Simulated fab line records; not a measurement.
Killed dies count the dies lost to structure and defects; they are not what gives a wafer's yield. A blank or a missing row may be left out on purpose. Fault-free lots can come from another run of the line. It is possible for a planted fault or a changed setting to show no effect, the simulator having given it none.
Struck lot and sound lot, side by side | flow sky130 | 43 steps out of a route of 708
Sound: the wafers L548.1, L548.3, L548.4. Struck: wafers L554.4, L554.5. (L554.3 of the same lot was not struck and is left out.) The cause comes at the end.
At each step with rows: each side's tool, then ch and its chambers, then its first start. Under that, the readings that differ: sound wafers | struck wafers | difference of the means | sigmas: that difference in standard deviations of wafers without a fault.
alike: readings whose means differ by less than 2 such deviations, and words and numbers that are the same on both sides. not compared: withheld readings, readings that some wafer has no value for, bounds like >300 that may hide the same value, and numbers for which the record gives no deviation and whose values overlap.
A row with sigmas, a row that says differs or no value, or rows on one side alone: a step with any of these is where the two part. Numbers that have no deviation but don't overlap get no sigmas and don't part them. A reading that every wafer of one side lacks parts them only if that side has two wafers or more.

first, 1 step without rows for these wafers: SKY_LDD_HVN_IMPLANT_08.
SKY_LDD_HVN_STRIP_09: strips in O2/N2.
  sound on plasma asher-01 ch 0,1, day 21 00:14; struck on plasma asher-02 ch 0,1, day 23 19:07
  alike: drypump motor current A, oes product au, strip time to endpoint s
  not compared: rf hours counter h
SKY_LDD_HVN_TW_MEAS_10:
  struck on film metro-01, day 23 19:12; sound on film metro-02, day 21 00:20
  reading    | sound          | struck    | difference | sigmas
  LDD_HVN_TW | 1448 1451 1448 | 1417 1409 | -36        | -3
then, 7 steps without rows for these wafers: SKY_LDD_HVP_DEHYDRATE_00 (time 60 s); SKY_LDD_HVP_HMDS_01 (prime time 60 s); SKY_LDD_HVP_COAT_02 (resist thk 300 nm); SKY_LDD_HVP_SOFTBAKE_03 (time 60 s); SKY_LDD_HVP_EXPOSE_04 (exposes mask HVPTM, target cd 700 nm); SKY_LDD_HVP_PEB_05; SKY_LDD_HVP_DEVELOP_06 (develop time 60 s).
SKY_LDD_HVP_OVL_MEAS_07:
  struck on overlay-01, day 25 00:40; sound on overlay-02, day 22 06:17
  alike: LDD_HVP_OVL
following that, these wafers have no rows for 1 step: SKY_LDD_HVP_IMPLANT_08.
SKY_LDD_HVP_STRIP_09: strips in O2/N2.
  sound on plasma asher-04 ch 0,1, day 22 06:29; struck on plasma asher-02 ch 1, day 25 00:52
  reading                      | sound             | struck      | difference | sigmas
  strip time to endpoint s (s) | 4.129 4.138 4.123 | 4.111 4.076 | -0.037     | -2
  alike: drypump motor current A, oes product au
  not compared: rf hours counter h
SKY_LDD_HVP_TW_MEAS_10:
  struck on film metro-03, day 25 00:57; sound on film metro-01, day 22 06:35
  reading    | sound       | struck  | difference | sigmas
  LDD_HVP_TW | 449 450 449 | 455 457 | +7         | +2
then, 7 steps without rows for these wafers: SKY_LDD_LDN_DEHYDRATE_00 (time 60 s); SKY_LDD_LDN_HMDS_01 (prime time 60 s); SKY_LDD_LDN_COAT_02 (resist thk 1140 nm); SKY_LDD_LDN_SOFTBAKE_03 (time 60 s); SKY_LDD_LDN_EXPOSE_04 (exposes mask LDNTM, target cd 700 nm); SKY_LDD_LDN_PEB_05; SKY_LDD_LDN_DEVELOP_06 (develop time 60 s).
SKY_LDD_LDN_OVL_MEAS_07:
  struck on overlay-01, day 26 05:07; sound on overlay-01, day 23 12:11
  reading          | sound          | struck  | difference | sigmas
  LDD_LDN_OVL (nm) | -1.9 -1.9 -1.9 | 1.1 1.2 | +3.0       | +2
then, 4 steps without rows for these wafers: SKY_LDD_LDN_IMPLANT_08; SKY_LDD_LDN_IMPLANT_09; SKY_LDD_LDN_IMPLANT_10; SKY_LDD_LDN_IMPLANT_11.
SKY_LDD_LDN_STRIP_12: strips in O2/N2.
  sound on plasma asher-03 ch 0,1, day 23 12:50; struck on plasma asher-04 ch 1, day 26 05:46
  reading                      | sound             | struck      | difference | sigmas
  strip time to endpoint s (s) | 14.21 14.21 14.21 | 14.13 14.09 | -0.10      | -2
  alike: drypump motor current A, oes product au
  not compared: rf hours counter h
SKY_LDD_LDN_TW_MEAS_13:
  struck on film metro-03, day 26 05:51; sound on film metro-03, day 23 12:56
  alike: LDD_LDN_TW
then, 2 steps without rows for these wafers: SKY_LDD_LDN_CLEAN_14 (cleans in SC1/SC2, time 150 s); SKY_SPACER_CVD_00 (deposits Si3N4 from DCS/NH3, target thk 43.1 nm, time 740 s).
SKY_SPACER_THK_MEAS_01:
  struck on film metro-04, day 26 08:07; sound on film metro-02, day 23 15:51
  alike: SPACER_CVD_00_THK
SKY_SPACER_ETCHBACK_02: etches Si3N4 in CH3F/O2, stops on SiO2, time 46.7 s, target depth 45 nm.
  sound on rie diel-04 ch 1,2,3, day 23 15:55; struck on rie diel-03 ch 1,3, day 26 08:09
  alike: drypump motor current A, oes product au, throttle valve pct
  not compared: rf hours counter h
then, 8 steps without rows for these wafers: SKY_POLY_CUT_DEHYDRATE_00 (time 60 s); SKY_POLY_CUT_HMDS_01 (prime time 60 s); SKY_POLY_CUT_COAT_02 (resist thk 60 nm); SKY_POLY_CUT_COAT_03 (resist thk 450 nm); SKY_POLY_CUT_SOFTBAKE_04 (time 90 s); SKY_POLY_CUT_EXPOSE_05 (exposes mask NPCM, target cd 270 nm); SKY_POLY_CUT_PEB_06; SKY_POLY_CUT_DEVELOP_07 (develop time 60 s).
SKY_POLY_CUT_CD_MEAS_08 targets a cd of 270 nm.
  struck on cd sem-02, day 27 12:57; sound on cd sem-01, day 24 21:59
  alike: cd nm
SKY_POLY_CUT_OVL_MEAS_09:
  struck on overlay-01, day 27 13:02; sound on overlay-01, day 24 22:06
  alike: POLY_CUT_OVL
-- record jumps: 21 days separate the struck wafers' starts on either side; left off in module POLY_CUT, taken up again in module PAD_OPEN, whose first shown step is the route's number 708 --
SKY_PAD_OPEN_PROBE_99:
  record: rows for the struck wafers here (prober-01, day 48 01:29), none for the sound ones

WHERE THEY PART
First at SKY_LDD_HVN_TW_MEAS_10; last, within this record, at SKY_PAD_OPEN_PROBE_99.

WHY: what had been put in by the simulator
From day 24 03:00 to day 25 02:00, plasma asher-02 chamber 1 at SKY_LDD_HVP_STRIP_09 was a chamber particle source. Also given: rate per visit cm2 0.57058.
